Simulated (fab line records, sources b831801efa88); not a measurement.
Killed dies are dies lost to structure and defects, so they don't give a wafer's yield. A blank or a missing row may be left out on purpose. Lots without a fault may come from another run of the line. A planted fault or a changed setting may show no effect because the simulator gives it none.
Split-lot experiment | flow sfq_line | 5 lots, 23 wafers read, on a route of 325 steps

THE SPLIT
At SFQ_TRILAYER_L0_LITHO_PEB_008 (peb time 60 s), the setting peb_time_s was moved away from the recipe's 60 s on 9 of the 23 wafers read, by -12.7% to +7.2%. The other wafers ran this setting at the recipe's value.

The file shows no step between the split and the reading.

THE READING
L0.cd_nm (the simulator's own value, which no gauge read), in nm, at SFQ_TRILAYER_L0_BARC_OPEN_METAL_ETCH_010 (etches BARC in O2, target depth 125 nm, time 41.7 s). The file gives no usual value for it. The 14 wafers here that ran the recipe average 1999 nm, standard deviation 0.81 nm.

wafer  | tool, chamber at the split | peb_time_s as run, s | against the recipe | L0.cd_nm, nm | against lot-mates on the recipe
L076.1 | litho_track-04, 0          | 64.33                | +7.2%              | 1989         | -12
L076.2 | litho_track-04, 0          | 64.33                | +7.2%              | 1990         | -10
L076.3 | litho_track-04, 0          | 64.33                | +7.2%              | 1990         | -10
L076.4 | litho_track-04, 0          | 60                   | recipe             | 2000         | -
L076.6 | litho_track-04, 0          | 60                   | recipe             | 2001         | -
L078.1 | litho_track-04, 0          | 52.38                | -12.7%             | 2021         | +21
L078.2 | litho_track-04, 0          | 52.38                | -12.7%             | 2020         | +20
L078.5 | litho_track-04, 0          | 52.38                | -12.7%             | 2020         | +20
L078.4 | litho_track-04, 0          | 60                   | recipe             | 2000         | -
L078.6 | litho_track-04, 0          | 60                   | recipe             | 2000         | -
L079.2 | litho_track-02, 0          | 60                   | recipe             | 1998         | -
L079.3 | litho_track-02, 0          | 60                   | recipe             | 1999         | -
L079.5 | litho_track-02, 0          | 60                   | recipe             | 1999         | -
L080.1 | litho_track-03, 0          | 60                   | recipe             | 1999         | -
L080.3 | litho_track-03, 0          | 60                   | recipe             | 1999         | -
L080.4 | litho_track-03, 0          | 60                   | recipe             | 2000         | -
L080.5 | litho_track-03, 0          | 60                   | recipe             | 2000         | -
L080.6 | litho_track-03, 0          | 60                   | recipe             | 1998         | -
L081.1 | litho_track-02, 0          | 60                   | recipe             | 1999         | -
L081.6 | litho_track-02, 0          | 60                   | recipe             | 1999         | -
L081.2 | litho_track-02, 0          | 63.83                | +6.4%              | 1990         | -9
L081.4 | litho_track-02, 0          | 63.83                | +6.4%              | 1991         | -8
L081.5 | litho_track-02, 0          | 63.83                | +6.4%              | 1990         | -9

THE FIT
A straight line over all 23 wafers: L0.cd_nm changes by -1.55 nm for each +1% of peb_time_s; r = -0.99; the points scatter about the line by 0.97 nm.
The same after taking each lot's own level away (the mean of its wafers on the recipe; 23 wafers): -1.54 nm for each +1%; r = -1.00; scatter 0.69 nm.
On that fit, the largest move of peb_time_s shifts the reading by 20 nm.
The lots' own levels span 1998.7 to 2000.5 nm, that is 2.3 times the standard deviation above.
So the lot-to-lot level changes the slope little: the two slopes agree.
Check: with one of the wafers moved furthest among these (-12.7%) left out of the fit, the line predicts +19.5 nm for it against its lot-mates. It came out at +21 nm against them.

OTHER SPLITS ON THESE WAFERS
These wafers also went through other splits before the reading. Each is held against what the fit with the lots' levels taken away leaves over:
other split on the same wafers                | wafers away from the commonest value | r with L0.cd_nm (lot level and that fit taken away)
SFQ_TRILAYER_INCOMING_OXIDATION_002 ox_time_s | 15                                   | +0.11

THE FILE'S OWN FIT
L0.cd_nm changes by -1.56 nm for each +1% of peb_time_s, r = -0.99.
